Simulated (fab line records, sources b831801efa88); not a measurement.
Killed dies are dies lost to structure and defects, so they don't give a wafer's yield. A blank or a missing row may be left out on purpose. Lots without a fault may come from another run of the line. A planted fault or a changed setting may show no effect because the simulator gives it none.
Chamber matching | flow sky130 | SKY_FIELD_ISO_CMP_27 on cmp-02: 4 sister chambers
The step polishes, stops on Si3N4, t overpolish 16 s, target thk 457.8 nm. 8 wafers are shown with their chamber, then 10 later ones without.

WAFERS WITH THEIR CHAMBER
wafer  | chamber | motor_current_A (A) | time_to_endpoint_s (s)
L564.4 | 3       | 13.2                | 114
L565.5 | 0       | 11.1                | 101
L570.4 | 1       | 10.6                | 104
L571.2 | 2       | 11.2                | 119
L571.3 | 3       | 12.8                | 114
L571.5 | 0       | 11.7                | 108
L575.4 | 1       | 10.4                | 106
L575.5 | 2       | 11.8                | 118

WAFERS WITHOUT THEIR CHAMBER
wafer  | motor_current_A (A) | time_to_endpoint_s (s)
L575.6 | 12.9                | 118
L576.1 | 10.0                | 105
L576.2 | 12.8                | 120
L576.3 | 11.4                | 115
L577.2 | 11.8                | 118
L577.3 | 12.7                | 118
L577.5 | 11.4                | 123
L578.2 | 11.6                | 121
L578.3 | 10.9                | 108
L578.6 | 10.5                | 103

WHICH CHAMBER EACH WENT THROUGH
wafer  | from the rows above     | in truth
L575.6 | 3                       | 3
L576.1 | 1                       | 1
L576.2 | can't be placed: 3 or 2 | 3
L576.3 | 2                       | 2
L577.2 | 2                       | 2
L577.3 | can't be placed: 3 or 2 | 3
L577.5 | 2                       | 2
L578.2 | 2                       | 2
L578.3 | can't be placed: 1 or 0 | 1
L578.6 | can't be placed: 1 or 0 | 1
Placed correctly: 6 of 10. Can't be placed from these rows: 4 (the true chamber is among the candidates in 4). Placed wrongly: 0.
How it was worked out, from the rows above alone: a wafer's distance from a chamber is the root of the sum, over the readings, of the square of ((its reading less the chamber's mean) divided by the reading's scatter). The wafer belongs to the nearest chamber; if the next one is less than 2 further off, it can't be placed. A chamber's mean is the mean of its shown wafers. The scatter: the root of (the sum of the squares of (reading less its chamber's mean) over the shown wafers, divided by (wafers less chambers)).
